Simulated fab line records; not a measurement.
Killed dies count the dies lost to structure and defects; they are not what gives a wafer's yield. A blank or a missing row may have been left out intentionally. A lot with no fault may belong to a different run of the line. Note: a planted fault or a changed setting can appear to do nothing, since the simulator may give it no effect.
Lot-split experiment / flow gf180mcu / on a route of 602 steps: 5 lots, 23 wafers read

## THE SPLIT
At GF_NWELL_COAT_02 (resist thk 3000 nm), the setting resistThkNm was moved away from the recipe's 3000 nm on 7 of the 23 wafers read, by -3.8% to -1.7%. All remaining wafers had this setting at the recipe value.

The reading comes from the split's own step.

## THE READING
coat_of_NWELL_COAT_02.thkNm (the simulator's own value, which no gauge read), in nm, at GF_NWELL_COAT_02 (resist thk 3000 nm). No usual value for it is given in the file. Here, 16 wafers ran the recipe; their average is 3001 nm with a standard deviation of 6.9 nm.

wafer=L076.2; tool, chamber at the split=lithoTrack-04, 0; resistThkNm as run, nm=3000; against the recipe=recipe; coat_of_NWELL_COAT_02.thkNm, nm=2993; against lot-mates on the recipe=-
wafer=L076.3; tool, chamber at the split=lithoTrack-04, 0; resistThkNm as run, nm=3000; against the recipe=recipe; coat_of_NWELL_COAT_02.thkNm, nm=2992; against lot-mates on the recipe=-
wafer=L076.4; tool, chamber at the split=lithoTrack-04, 0; resistThkNm as run, nm=3000; against the recipe=recipe; coat_of_NWELL_COAT_02.thkNm, nm=2989; against lot-mates on the recipe=-
wafer=L077.1; tool, chamber at the split=lithoTrack-03, 0; resistThkNm as run, nm=2886; against the recipe=-3.8%; coat_of_NWELL_COAT_02.thkNm, nm=2892; against lot-mates on the recipe=-114
wafer=L077.2; tool, chamber at the split=lithoTrack-03, 0; resistThkNm as run, nm=3000; against the recipe=recipe; coat_of_NWELL_COAT_02.thkNm, nm=3004; against lot-mates on the recipe=-
wafer=L077.3; tool, chamber at the split=lithoTrack-03, 0; resistThkNm as run, nm=2886; against the recipe=-3.8%; coat_of_NWELL_COAT_02.thkNm, nm=2889; against lot-mates on the recipe=-117
wafer=L077.4; tool, chamber at the split=lithoTrack-03, 0; resistThkNm as run, nm=2886; against the recipe=-3.8%; coat_of_NWELL_COAT_02.thkNm, nm=2890; against lot-mates on the recipe=-116
wafer=L077.5; tool, chamber at the split=lithoTrack-03, 0; resistThkNm as run, nm=3000; against the recipe=recipe; coat_of_NWELL_COAT_02.thkNm, nm=3008; against lot-mates on the recipe=-
wafer=L080.1; tool, chamber at the split=lithoTrack-04, 0; resistThkNm as run, nm=2936; against the recipe=-2.1%; coat_of_NWELL_COAT_02.thkNm, nm=2941; against lot-mates on the recipe=-59
wafer=L080.2; tool, chamber at the split=lithoTrack-04, 0; resistThkNm as run, nm=3000; against the recipe=recipe; coat_of_NWELL_COAT_02.thkNm, nm=2999; against lot-mates on the recipe=-
wafer=L080.3; tool, chamber at the split=lithoTrack-04, 0; resistThkNm as run, nm=2936; against the recipe=-2.1%; coat_of_NWELL_COAT_02.thkNm, nm=2939; against lot-mates on the recipe=-61
wafer=L080.4; tool, chamber at the split=lithoTrack-04, 0; resistThkNm as run, nm=3000; against the recipe=recipe; coat_of_NWELL_COAT_02.thkNm, nm=2995; against lot-mates on the recipe=-
wafer=L080.6; tool, chamber at the split=lithoTrack-04, 0; resistThkNm as run, nm=3000; against the recipe=recipe; coat_of_NWELL_COAT_02.thkNm, nm=3007; against lot-mates on the recipe=-
wafer=L082.1; tool, chamber at the split=lithoTrack-02, 0; resistThkNm as run, nm=3000; against the recipe=recipe; coat_of_NWELL_COAT_02.thkNm, nm=2995; against lot-mates on the recipe=-
wafer=L082.2; tool, chamber at the split=lithoTrack-02, 0; resistThkNm as run, nm=2948; against the recipe=-1.7%; coat_of_NWELL_COAT_02.thkNm, nm=2960; against lot-mates on the recipe=-43
wafer=L082.3; tool, chamber at the split=lithoTrack-02, 0; resistThkNm as run, nm=3000; against the recipe=recipe; coat_of_NWELL_COAT_02.thkNm, nm=3008; against lot-mates on the recipe=-
wafer=L082.4; tool, chamber at the split=lithoTrack-02, 0; resistThkNm as run, nm=3000; against the recipe=recipe; coat_of_NWELL_COAT_02.thkNm, nm=3005; against lot-mates on the recipe=-
wafer=L082.6; tool, chamber at the split=lithoTrack-02, 0; resistThkNm as run, nm=2948; against the recipe=-1.7%; coat_of_NWELL_COAT_02.thkNm, nm=2952; against lot-mates on the recipe=-51
wafer=L083.2; tool, chamber at the split=lithoTrack-02, 0; resistThkNm as run, nm=3000; against the recipe=recipe; coat_of_NWELL_COAT_02.thkNm, nm=2997; against lot-mates on the recipe=-
wafer=L083.3; tool, chamber at the split=lithoTrack-02, 0; resistThkNm as run, nm=3000; against the recipe=recipe; coat_of_NWELL_COAT_02.thkNm, nm=3008; against lot-mates on the recipe=-
wafer=L083.4; tool, chamber at the split=lithoTrack-02, 0; resistThkNm as run, nm=3000; against the recipe=recipe; coat_of_NWELL_COAT_02.thkNm, nm=3010; against lot-mates on the recipe=-
wafer=L083.5; tool, chamber at the split=lithoTrack-02, 0; resistThkNm as run, nm=3000; against the recipe=recipe; coat_of_NWELL_COAT_02.thkNm, nm=3009; against lot-mates on the recipe=-
wafer=L083.6; tool, chamber at the split=lithoTrack-02, 0; resistThkNm as run, nm=3000; against the recipe=recipe; coat_of_NWELL_COAT_02.thkNm, nm=2995; against lot-mates on the recipe=-

FIT RESULTS
A straight line over all 23 wafers: coat_of_NWELL_COAT_02.thkNm changes by +28.8 nm for each +1% of resistThkNm; r = +0.99; the points scatter about the line by 6.4 nm.
The same after taking each lot's own level away (the mean of its wafers on the recipe; 23 wafers): +29.9 nm for each +1%; r = +0.99; scatter 4.9 nm.
The reading moves by 1.1e+02 nm for the largest change in resistThkNm, on that fit.
From 2991.3 to 3006.0 nm: that is the span of the lots' own levels, equal to 2.1 times the standard deviation above.
Hence the lot-to-lot level has little effect on the slope; both slopes agree.
Check: with one of the wafers moved furthest among these (-3.8%) left out of the fit, the line predicts -113 nm for it against its lot-mates. Against them it came out at -114 nm.

## OTHER SPLITS APPLIED TO THESE WAFERS
Before the reading, these wafers also passed through other splits. Each is held against what the fit with the lots' levels taken away leaves over:
other split on the same wafers=GF_STI_CVD_03 pressureMtorr; wafers away from the commonest value=18; r with coat_of_NWELL_COAT_02.thkNm (lot level and that fit taken away)=+0.23
other split on the same wafers=GF_STI_PEB_10 pebTempC; wafers away from the commonest value=10; r with coat_of_NWELL_COAT_02.thkNm (lot level and that fit taken away)=-0.28
other split on the same wafers=GF_STI_ETCH_13 sourceW; wafers away from the commonest value=8; r with coat_of_NWELL_COAT_02.thkNm (lot level and that fit taken away)=-0.10
other split on the same wafers=GF_DNWELL_COAT_02 spinRpm; wafers away from the commonest value=10; r with coat_of_NWELL_COAT_02.thkNm (lot level and that fit taken away)=+0.03

## THE WHOLE CHAIN: every reading that the file lists as answering this split, in the file's order
step=GF_NWELL_COAT_02; what it does=resist thk 3000 nm; reading=coat_of_NWELL_COAT_02.thkNm (the simulator's own value, which no gauge read); change (the file's fit)=+29.5 nm for each +1% of the setting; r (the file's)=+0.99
step=GF_NWELL_STRIP_10; what it does=strips in O2/N2; reading=stripTimeToEndpointS; change (the file's fit)=withheld for each +1% of the setting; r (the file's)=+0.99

## FILE'S OWN FIT
coat_of_NWELL_COAT_02.thkNm changes by +29.5 nm for each +1% of resistThkNm, r = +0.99.
